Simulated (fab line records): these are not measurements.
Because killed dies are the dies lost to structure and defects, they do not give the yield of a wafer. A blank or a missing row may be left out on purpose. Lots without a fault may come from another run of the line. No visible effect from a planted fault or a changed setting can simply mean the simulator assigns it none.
Chamber matching	flow sky130	SKY_FIELD_ISO_CMP_27 on cmp-02 has 4 sister chambers
The step polishes, stops on Si3N4, t overpolish 16 s, target thk 457.8 nm. 8 wafers are shown with their chamber, then 12 later ones without.

== WAFERS, EACH WITH ITS CHAMBER ==
wafer	chamber	motor current A (A)	time to endpoint s (s)
L087.2	2	13.6	107
L087.3	1	13.3	110
L091.1	3	13.4	107
L091.5	3	12.8	107
L091.6	0	12.0	106
L093.1	0	12.5	108
L093.2	2	12.6	108
L093.6	1	13.8	112

== WAFERS WHOSE CHAMBER IS MISSING ==
wafer	motor current A (A)	time to endpoint s (s)
L094.1	14.2	114
L094.5	13.8	115
L094.6	12.0	110
L095.4	14.3	114
L095.5	13.3	110
L095.6	12.3	111
L096.1	13.8	114
L096.2	13.2	112
L096.4	13.1	112
L097.4	12.6	105
L097.5	12.9	106
L097.6	13.4	109

== THE CHAMBER EACH PASSED THROUGH ==
wafer	from the rows above	in truth
L094.1	1	1
L094.5	1	1
L094.6	can't be placed: 0 or 2 or 1 or 3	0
L095.4	1	1
L095.5	can't be placed: 1 or 2 or 3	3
L095.6	can't be placed: 1 or 2 or 0 or 3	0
L096.1	1	1
L096.2	1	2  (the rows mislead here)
L096.4	1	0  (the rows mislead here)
L097.4	can't be placed: 0 or 3 or 2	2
L097.5	can't be placed: 3 or 2 or 0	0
L097.6	can't be placed: 2 or 1 or 3 or 0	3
Placed correctly: 4 of 12. Unplaceable from these rows: 6, with the true chamber sitting among the candidates in 6. Wrongly placed: 2.
How it was worked out, from the rows above alone: a wafer's distance from a chamber is the root of the sum, over the readings, of the square of ((its reading less the chamber's mean) divided by the reading's scatter). The wafer belongs to the nearest chamber; if the next one is less than 2 further off, it can't be placed. A chamber's mean is the mean of its shown wafers. The scatter: take each reading less its chamber's mean, square it, sum over the shown wafers, divide by the number of wafers less the number of chambers, and take the root.
